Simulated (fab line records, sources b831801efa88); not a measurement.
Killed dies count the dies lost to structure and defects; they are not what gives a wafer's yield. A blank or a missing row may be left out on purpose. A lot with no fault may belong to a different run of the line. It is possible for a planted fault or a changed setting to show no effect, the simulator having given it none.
fab line records :: flow sfqLine
record
  lots=13
  wafers=39
  lastDay=92
route steps=325 shown M8@321
lots that met no fault: from a run of the same line without faults
startH: the number of hours between the record's first day and the start of the first shown wafer of the lot :: waitH: time in hours since the lot's previous step :: " same as the row above :: L1.1+2: a single row standing in for several wafers :: - no value, or no start was given :: * or withheld: withheld :: < > ~ a bound
route shown NAME@n: names a module that has steps shown in the file, with the first one's number in the route :: usual: the fault-free wafers' mean and standard deviation :: same: alike in all rows :: chamber/n: place in a boat :: sites: the reading at each site :: _std_site: their standard deviation :: _edge_site: the outer-site mean with the inner-site mean subtracted :: radiusMm: how far each site lies from the wafer's centre :: mask NAME#n: copy n :: behind: the tool/chamber that last shaped the wafer :: hold: reason for holding the lot/hours on hold/outcome of the hold :: device: the transistor (n, p or np) that didn't switch :: end of line: the same wafers' tests at the end of the route :: a step with no rows: only its recipe :: killed: dies lost to structure and defects at the first sort, not the wafer's yield :: map: per-die view of a wafer (x killed, . not killed, _ where there is no die)
set.NAME: the setting that was run; set.NAME@STEP: the one run at that earlier step :: model.NAME: the simulator's own value behind a step, which no gauge read
route steps across a sampled set of lots; one table per step, one row per wafer
services: when a tool's chamber went out of use (startH, in hours from the record's first day, below 0 if earlier), for how many hours, and the reason
## steps
# step SFQ_TRILAYER_M8_DEP_EVAP_196
# recipe
  material=Au
  angularSpreadDeg=1
  targetThkNm=180
  timeS=900
  powerW=2000
lot.wafer: L177.3+5+6
tool: pvdSputter-01
chamber: -
startH: 1879.87
waitH: 0.1

lot.wafer: L178.3+4+5
tool: pvdSputter-02
chamber: -
startH: 1882.44
waitH: 0.1

lot.wafer: L179.1+2+3
tool: pvdSputter-01
chamber: -
startH: 1987.93
waitH: 0.1

lot.wafer: L180.1+3+4
tool: pvdSputter-02
chamber: -
startH: 1996.33
waitH: 0.1

lot.wafer: L186.1+2+5
tool: pvdSputter-02
chamber: -
startH: 2022.53
waitH: 0.1

lot.wafer: L187.1+2+4
tool: pvdSputter-01
chamber: -
startH: 2027.33
waitH: 0.1

lot.wafer: L192.3+4+5
tool: pvdSputter-02
chamber: -
startH: 2046.53
waitH: 0.1

lot.wafer: L195.2+3+5
tool: pvdSputter-01
chamber: -
startH: 2138.61
waitH: 0.1

lot.wafer: L196.2+4+5
tool: pvdSputter-02
chamber: -
startH: 2139.81
waitH: 0.1

lot.wafer: L197.1+4+6
tool: pvdSputter-01
chamber: -
startH: 2189.26
waitH: 0.1

lot.wafer: L198.3+5+6
tool: pvdSputter-02
chamber: -
startH: 2195.26
waitH: 0.1

lot.wafer: L199.1+2+6
tool: pvdSputter-01
chamber: -
startH: 2197.66
waitH: 0.1

lot.wafer: L200.1+3+5
tool: pvdSputter-02
chamber: -
startH: 2210.89
waitH: 0.1
# step SFQ_M8_RS_MEAS_949
# recipe
  thkMeasGauge=four-point-probe
  reads=Au_of_TRILAYER_M8_DEP_EVAP_196+Pt_of_TRILAYER_M8_DEP_EVAP_198+Ti_of_TRILAYER_M8_DEP_EVAP_197
# usual
  M8_AU_RS=0.1539/0.0014
lot.wafer: L177.3
tool: filmMetro-03
chamber: -
startH: 1880.43
waitH: 0.3
M8_AU_RS[ohm/sq]: 0.1549

lot.wafer: L177.5
tool: filmMetro-03
chamber: -
startH: 1880.43
waitH: 0.3
M8_AU_RS[ohm/sq]: 0.1523

lot.wafer: L177.6
tool: filmMetro-03
chamber: -
startH: 1880.43
waitH: 0.3
M8_AU_RS[ohm/sq]: 0.1535

lot.wafer: L178.3
tool: filmMetro-03
chamber: -
startH: 1882.99
waitH: 0.3
M8_AU_RS[ohm/sq]: 0.1540

lot.wafer: L178.4
tool: filmMetro-03
chamber: -
startH: 1882.99
waitH: 0.3
M8_AU_RS[ohm/sq]: 0.1526

lot.wafer: L178.5
tool: filmMetro-03
chamber: -
startH: 1882.99
waitH: 0.3
M8_AU_RS[ohm/sq]: 0.1525

lot.wafer: L179.1
tool: filmMetro-03
chamber: -
startH: 1988.45
waitH: 0.3
M8_AU_RS[ohm/sq]: 0.1561

lot.wafer: L179.2
tool: filmMetro-03
chamber: -
startH: 1988.45
waitH: 0.3
M8_AU_RS[ohm/sq]: 0.1547

lot.wafer: L179.3
tool: filmMetro-03
chamber: -
startH: 1988.45
waitH: 0.3
M8_AU_RS[ohm/sq]: 0.1559

lot.wafer: L180.1
tool: filmMetro-04
chamber: -
startH: 1996.85
waitH: 0.3
M8_AU_RS[ohm/sq]: 0.1524

lot.wafer: L180.3
tool: filmMetro-04
chamber: -
startH: 1996.85
waitH: 0.3
M8_AU_RS[ohm/sq]: 0.1529

lot.wafer: L180.4
tool: filmMetro-04
chamber: -
startH: 1996.85
waitH: 0.3
M8_AU_RS[ohm/sq]: 0.1529

lot.wafer: L186.1
tool: filmMetro-01
chamber: -
startH: 2023.05
waitH: 0.3
M8_AU_RS[ohm/sq]: 0.1545

lot.wafer: L186.2
tool: filmMetro-01
chamber: -
startH: 2023.05
waitH: 0.3
M8_AU_RS[ohm/sq]: 0.1543

lot.wafer: L186.5
tool: filmMetro-01
chamber: -
startH: 2023.05
waitH: 0.3
M8_AU_RS[ohm/sq]: 0.1552

lot.wafer: L187.1
tool: filmMetro-04
chamber: -
startH: 2027.85
waitH: 0.3
M8_AU_RS[ohm/sq]: 0.1546

lot.wafer: L187.2
tool: filmMetro-04
chamber: -
startH: 2027.85
waitH: 0.3
M8_AU_RS[ohm/sq]: 0.1480

lot.wafer: L187.4
tool: filmMetro-04
chamber: -
startH: 2027.85
waitH: 0.3
M8_AU_RS[ohm/sq]: 0.1542

lot.wafer: L192.3
tool: filmMetro-01
chamber: -
startH: 2047.09
waitH: 0.3
M8_AU_RS[ohm/sq]: 0.1565

lot.wafer: L192.4
tool: filmMetro-01
chamber: -
startH: 2047.09
waitH: 0.3
M8_AU_RS[ohm/sq]: 0.1546

lot.wafer: L192.5
tool: filmMetro-01
chamber: -
startH: 2047.09
waitH: 0.3
M8_AU_RS[ohm/sq]: 0.1568

lot.wafer: L195.2
tool: filmMetro-03
chamber: -
startH: 2139.15
waitH: 0.3
M8_AU_RS[ohm/sq]: 0.1555

lot.wafer: L195.3
tool: filmMetro-03
chamber: -
startH: 2139.15
waitH: 0.3
M8_AU_RS[ohm/sq]: 0.1553

lot.wafer: L195.5
tool: filmMetro-03
chamber: -
startH: 2139.15
waitH: 0.3
M8_AU_RS[ohm/sq]: 0.1553

lot.wafer: L196.2
tool: filmMetro-03
chamber: -
startH: 2140.35
waitH: 0.3
M8_AU_RS[ohm/sq]: 0.1556

lot.wafer: L196.4
tool: filmMetro-03
chamber: -
startH: 2140.35
waitH: 0.3
M8_AU_RS[ohm/sq]: 0.1562

lot.wafer: L196.5
tool: filmMetro-03
chamber: -
startH: 2140.35
waitH: 0.3
M8_AU_RS[ohm/sq]: 0.1559

lot.wafer: L197.1
tool: filmMetro-03
chamber: -
startH: 2189.77
waitH: 0.3
M8_AU_RS[ohm/sq]: 0.1540

lot.wafer: L197.4
tool: filmMetro-03
chamber: -
startH: 2189.77
waitH: 0.3
M8_AU_RS[ohm/sq]: 0.1542

lot.wafer: L197.6
tool: filmMetro-03
chamber: -
startH: 2189.77
waitH: 0.3
M8_AU_RS[ohm/sq]: 0.1535

lot.wafer: L198.3
tool: filmMetro-04
chamber: -
startH: 2195.81
waitH: 0.3
M8_AU_RS[ohm/sq]: 0.1503

lot.wafer: L198.5
tool: filmMetro-04
chamber: -
startH: 2195.81
waitH: 0.3
M8_AU_RS[ohm/sq]: 0.1510

lot.wafer: L198.6
tool: filmMetro-04
chamber: -
startH: 2195.81
waitH: 0.3
M8_AU_RS[ohm/sq]: 0.1513

lot.wafer: L199.1
tool: filmMetro-04
chamber: -
startH: 2198.17
waitH: 0.3
M8_AU_RS[ohm/sq]: 0.1548

lot.wafer: L199.2
tool: filmMetro-04
chamber: -
startH: 2198.17
waitH: 0.3
M8_AU_RS[ohm/sq]: 0.1542

lot.wafer: L199.6
tool: filmMetro-04
chamber: -
startH: 2198.17
waitH: 0.3
M8_AU_RS[ohm/sq]: 0.1549

lot.wafer: L200.1
tool: filmMetro-04
chamber: -
startH: 2211.47
waitH: 0.3
M8_AU_RS[ohm/sq]: 0.1558

lot.wafer: L200.3
tool: filmMetro-04
chamber: -
startH: 2211.47
waitH: 0.3
M8_AU_RS[ohm/sq]: 0.1555

lot.wafer: L200.5
tool: filmMetro-04
chamber: -
startH: 2211.47
waitH: 0.3
M8_AU_RS[ohm/sq]: 0.1547
# step SFQ_M8_THK_MEAS_950
# recipe
  thkMeasGauge=xrf
  reads=Au_of_TRILAYER_M8_DEP_EVAP_196
# usual
  M8_AU_THK=179.9/1.9
lot.wafer: L177.3
tool: filmMetro-03
chamber: -
startH: 1880.53
waitH: 0.1
M8_AU_THK[nm]: 177.4

lot.wafer: L177.5
tool: filmMetro-03
chamber: -
startH: 1880.53
waitH: 0.1
M8_AU_THK[nm]: 181.0

lot.wafer: L177.6
tool: filmMetro-03
chamber: -
startH: 1880.53
waitH: 0.1
M8_AU_THK[nm]: 179.4

lot.wafer: L178.3
tool: filmMetro-03
chamber: -
startH: 1883.09
waitH: 0.1
M8_AU_THK[nm]: 179.0

lot.wafer: L178.4
tool: filmMetro-03
chamber: -
startH: 1883.09
waitH: 0.1
M8_AU_THK[nm]: 180.9

lot.wafer: L178.5
tool: filmMetro-03
chamber: -
startH: 1883.09
waitH: 0.1
M8_AU_THK[nm]: 180.2

lot.wafer: L179.1
tool: filmMetro-03
chamber: -
startH: 1988.57
waitH: 0.1
M8_AU_THK[nm]: 178.6

lot.wafer: L179.2
tool: filmMetro-03
chamber: -
startH: 1988.57
waitH: 0.1
M8_AU_THK[nm]: 179.1

lot.wafer: L179.3
tool: filmMetro-03
chamber: -
startH: 1988.57
waitH: 0.1
M8_AU_THK[nm]: 178.1

lot.wafer: L180.1
tool: filmMetro-04
chamber: -
startH: 1996.97
waitH: 0.1
M8_AU_THK[nm]: 181.9

lot.wafer: L180.3
tool: filmMetro-04
chamber: -
startH: 1996.97
waitH: 0.1
M8_AU_THK[nm]: 180.0

lot.wafer: L180.4
tool: filmMetro-04
chamber: -
startH: 1996.97
waitH: 0.1
M8_AU_THK[nm]: 180.6

lot.wafer: L186.1
tool: filmMetro-01
chamber: -
startH: 2023.17
waitH: 0.1
M8_AU_THK[nm]: 180.2

lot.wafer: L186.2
tool: filmMetro-01
chamber: -
startH: 2023.17
waitH: 0.1
M8_AU_THK[nm]: 180.8

lot.wafer: L186.5
tool: filmMetro-01
chamber: -
startH: 2023.17
waitH: 0.1
M8_AU_THK[nm]: 180.6

lot.wafer: L187.1
tool: filmMetro-04
chamber: -
startH: 2027.97
waitH: 0.1
M8_AU_THK[nm]: 177.8

lot.wafer: L187.2
tool: filmMetro-04
chamber: -
startH: 2027.97
waitH: 0.1
M8_AU_THK[nm]: 187.6

lot.wafer: L187.4
tool: filmMetro-04
chamber: -
startH: 2027.97
waitH: 0.1
M8_AU_THK[nm]: 179.3

lot.wafer: L192.3
tool: filmMetro-01
chamber: -
startH: 2047.19
waitH: 0.1
M8_AU_THK[nm]: 177.7

lot.wafer: L192.4
tool: filmMetro-01
chamber: -
startH: 2047.19
waitH: 0.1
M8_AU_THK[nm]: 179.5

lot.wafer: L192.5
tool: filmMetro-01
chamber: -
startH: 2047.19
waitH: 0.1
M8_AU_THK[nm]: 177.2

lot.wafer: L195.2
tool: filmMetro-03
chamber: -
startH: 2139.26
waitH: 0.1
M8_AU_THK[nm]: 178.4

lot.wafer: L195.3
tool: filmMetro-03
chamber: -
startH: 2139.26
waitH: 0.1
M8_AU_THK[nm]: 178.0

lot.wafer: L195.5
tool: filmMetro-03
chamber: -
startH: 2139.26
waitH: 0.1
M8_AU_THK[nm]: 179.0

lot.wafer: L196.2
tool: filmMetro-03
chamber: -
startH: 2140.46
waitH: 0.1
M8_AU_THK[nm]: 178.6

lot.wafer: L196.4
tool: filmMetro-03
chamber: -
startH: 2140.46
waitH: 0.1
M8_AU_THK[nm]: 179.4

lot.wafer: L196.5
tool: filmMetro-03
chamber: -
startH: 2140.46
waitH: 0.1
M8_AU_THK[nm]: 178.0

lot.wafer: L197.1
tool: filmMetro-03
chamber: -
startH: 2189.89
waitH: 0.1
M8_AU_THK[nm]: 180.3

lot.wafer: L197.4
tool: filmMetro-03
chamber: -
startH: 2189.89
waitH: 0.1
M8_AU_THK[nm]: 180.1

lot.wafer: L197.6
tool: filmMetro-03
chamber: -
startH: 2189.89
waitH: 0.1
M8_AU_THK[nm]: 181.2

lot.wafer: L198.3
tool: filmMetro-04
chamber: -
startH: 2195.91
waitH: 0.1
M8_AU_THK[nm]: 182.6

lot.wafer: L198.5
tool: filmMetro-04
chamber: -
startH: 2195.91
waitH: 0.1
M8_AU_THK[nm]: 181.6

lot.wafer: L198.6
tool: filmMetro-04
chamber: -
startH: 2195.91
waitH: 0.1
M8_AU_THK[nm]: 181.4

lot.wafer: L199.1
tool: filmMetro-04
chamber: -
startH: 2198.29
waitH: 0.1
M8_AU_THK[nm]: 176.9

lot.wafer: L199.2
tool: filmMetro-04
chamber: -
startH: 2198.29
waitH: 0.1
M8_AU_THK[nm]: 177.0

lot.wafer: L199.6
tool: filmMetro-04
chamber: -
startH: 2198.29
waitH: 0.1
M8_AU_THK[nm]: 176.2

lot.wafer: L200.1
tool: filmMetro-04
chamber: -
startH: 2211.59
waitH: 0.1
M8_AU_THK[nm]: 176.3

lot.wafer: L200.3
tool: filmMetro-04
chamber: -
startH: 2211.59
waitH: 0.1
M8_AU_THK[nm]: 176.6

lot.wafer: L200.5
tool: filmMetro-04
chamber: -
startH: 2211.59
waitH: 0.1
M8_AU_THK[nm]: 177.5
## services
tool: pvdSputter-02
chamber: -
startH: 1872.33
hours: 9.5
kind: repair

tool: pvdSputter-01
chamber: -
startH: 1896.28
hours: 13.5
kind: repair

tool: pvdSputter-01
chamber: -
startH: 1899.71
hours: 4.4
kind: repair

tool: pvdSputter-02
chamber: 2
startH: 2043.19
hours: -
kind: consumableReplace:kit

tool: pvdSputter-02
chamber: 2
startH: 2043.19
hours: 18.0
kind: scheduledDown

tool: pvdSputter-02
chamber: 2
startH: 2043.19
hours: 18.0
kind: ventCycle

tool: pvdSputter-01
chamber: 1
startH: 2210.57
hours: -
kind: consumableReplace:kit
## key
firstSign
  step=SFQ_M8_RS_MEAS_949
  reading=M8_AU_RS
  direction=down
  sigmas=4.2
  usual=0.1539
  struck=0.1480
effect
  step=SFQ_M8_THK_MEAS_950
  reading=M8_AU_THK
  direction=up
  sigmas=4
  usual=179.9
  struck=187.6
metAt SFQ_TRILAYER_M8_DEP_EVAP_196
struckLots L187
struckWafers L187.2
onsetBetween 1879.87 2027.33
fault
  kind=processParameterDrift
  tool=pvdSputter-01
  chamber=-
  onsetH=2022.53
  steps=SFQ_TRILAYER_M8_DEP_EVAP_196
  channel=targetThkNm
  offset=6.7342
  shape=step
  endH=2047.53
  actsIn=theseRecipesOnly
  stated=180
  scope=struckWafersOnly
